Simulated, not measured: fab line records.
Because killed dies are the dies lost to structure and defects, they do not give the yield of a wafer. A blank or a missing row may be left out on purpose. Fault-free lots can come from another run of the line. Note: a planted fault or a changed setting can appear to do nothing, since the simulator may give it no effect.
Comparing a struck lot with a sound one    flow gf180mcu    18 out of 602 route steps
Sound: wafers L540.1, L540.3, L540.6. Struck: wafer L534.5. (L534.4 of the same lot was not struck and is left out.) The cause comes at the end.
Order at every step that has rows: each side's tool, ch and its chambers, its first start. Under that, the readings that differ: sound wafers    struck wafers    difference of the means    sigmas: that difference in standard deviations of wafers without a fault.
alike: a reading whose means differ by less than 2 such deviations, as well as words and numbers matching on both sides. not compared: withheld readings; readings where some wafer has no value; bounds like >300 that might hide an equal value; numbers whose values overlap and for which the record gives no deviation.
A row with sigmas, a row that says differs or no value, or rows on one side alone: a step with any of these is where the two part. Numbers that have no deviation but don't overlap get no sigmas and don't part them. A reading missing from all wafers of one side parts the sides only when that side holds two or more wafers.

first, 2 steps without rows for these wafers: GF_CONTACT_PEB_12 (peb time 90 s); GF_CONTACT_DEVELOP_13 (develop time 60 s).
GF_CONTACT_CD_MEAS_14: the cd target is 220 nm.
  sound: cd_sem-02 at day 23 15:16; struck: cd_sem-01 at day 21 13:34
  alike: cd_nm
GF_CONTACT_OVL_MEAS_15:
  sound: overlay-01 at day 23 15:23; struck: overlay-01 at day 21 13:39
  alike: CONTACT_OVL
GF_CONTACT_ETCH_16: etches BARC in N2/H2.
  sound on rie_diel-02 ch 0,2,3, day 23 15:25; struck on rie_diel-04 ch 2, day 21 13:40
  alike: chamber_pressure_mTorr, drypump_motor_current_A, oes_product_au, throttle_valve_pct
GF_CONTACT_ETCH_17: etches SiO2 in C4F8/O2/Ar, stops on CoSi2, target depth 860 nm.
  sound: rie_diel-02 ch 0,2,3; struck: rie_diel-04 ch 2
  alike: chamber_pressure_mTorr, oes_product_au
GF_CONTACT_STRIP_18: strips in O2/N2.
  sound on plasma_asher-03 ch 1, day 23 15:35; struck on plasma_asher-01 ch 0, day 21 13:52
  alike: chamber_pressure_mTorr, drypump_motor_current_A, heater_power_w, oes_product_au
  not compared: rf_hours_counter_h
then, 3 steps without rows for these wafers: GF_CONTACT_CLEAN_19 (cleans in SPM); GF_CONTACT_CLEAN_20 (cleans in DIW); GF_CONTACT_CLEAN_21 (cleans in dHF, time 20 s).
GF_CONTACT_SPUTTER_22: material Ti, target thk 15 nm, time 80.02 s.
  sound: pvd_sputter-01 at day 23 15:53; struck: pvd_sputter-01 at day 21 14:07
  alike: cathode_dc_power_W, throttle_valve_pct
then, 1 step without rows for these wafers: GF_CONTACT_SPUTTER_23 (material TiN, target thk 10 nm, time 40 s).
GF_CONTACT_CVD_24: deposits W, target thk 300 nm, time 90.339 s.
  sound on cvd_w-01 ch 0,1, day 23 15:59; struck on cvd_w-02 ch 0, day 21 14:16
reading                                sound            struck  difference  sigmas
model.W_of_CONTACT_CVD_24.thk_nm (nm)  302.6 303.7 304  189.9   -113.5      
  alike: heater_power_w, susceptor_temp_C
GF_CONTACT_RS_MEAS_25: measurement is done with a four-point probe.
  sound: film_metro-01 at day 23 16:05; struck: film_metro-01 at day 21 14:23
reading                sound              struck  difference  sigmas
CONTACT_W_RS (ohm/sq)  0.379 0.377 0.377  0.609   +0.231      +70
GF_CONTACT_THK_MEAS_26: measures by xrf.
  sound: film_metro-01 at day 23 16:12; struck: film_metro-01 at day 21 14:28
reading             sound        struck  difference  sigmas
CONTACT_W_THK (nm)  299 300 299  187     -112        -29
GF_CONTACT_CMP_27: polishes, stops on SiO2, t overpolish 15 s, target thk 0 nm.
  sound on cmp-01 ch 1,2,3, day 23 16:38; struck on cmp-01 ch 0, day 21 14:39
reading                 sound           struck  difference  sigmas
time_to_endpoint_s (s)  69.4 74.3 77.0  46.4    -27.2       -11
  alike: motor_current_A
GF_M1_SPUTTER_00: material Ti, target thk 37.5 nm, time 150 s.
  sound: pvd_sputter-01 at day 23 16:56; struck: pvd_sputter-02 at day 21 14:48
  alike: cathode_dc_power_W, throttle_valve_pct
GF_PASSIVATION_PROBE_99:
  the record holds rows for the sound wafers here (prober-01, day 34 18:01) but none for the struck ones

WHERE THEY PART
At GF_CONTACT_RS_MEAS_25 first; at GF_PASSIVATION_PROBE_99 last (within this record only).

WHY: whatever the simulator had introduced
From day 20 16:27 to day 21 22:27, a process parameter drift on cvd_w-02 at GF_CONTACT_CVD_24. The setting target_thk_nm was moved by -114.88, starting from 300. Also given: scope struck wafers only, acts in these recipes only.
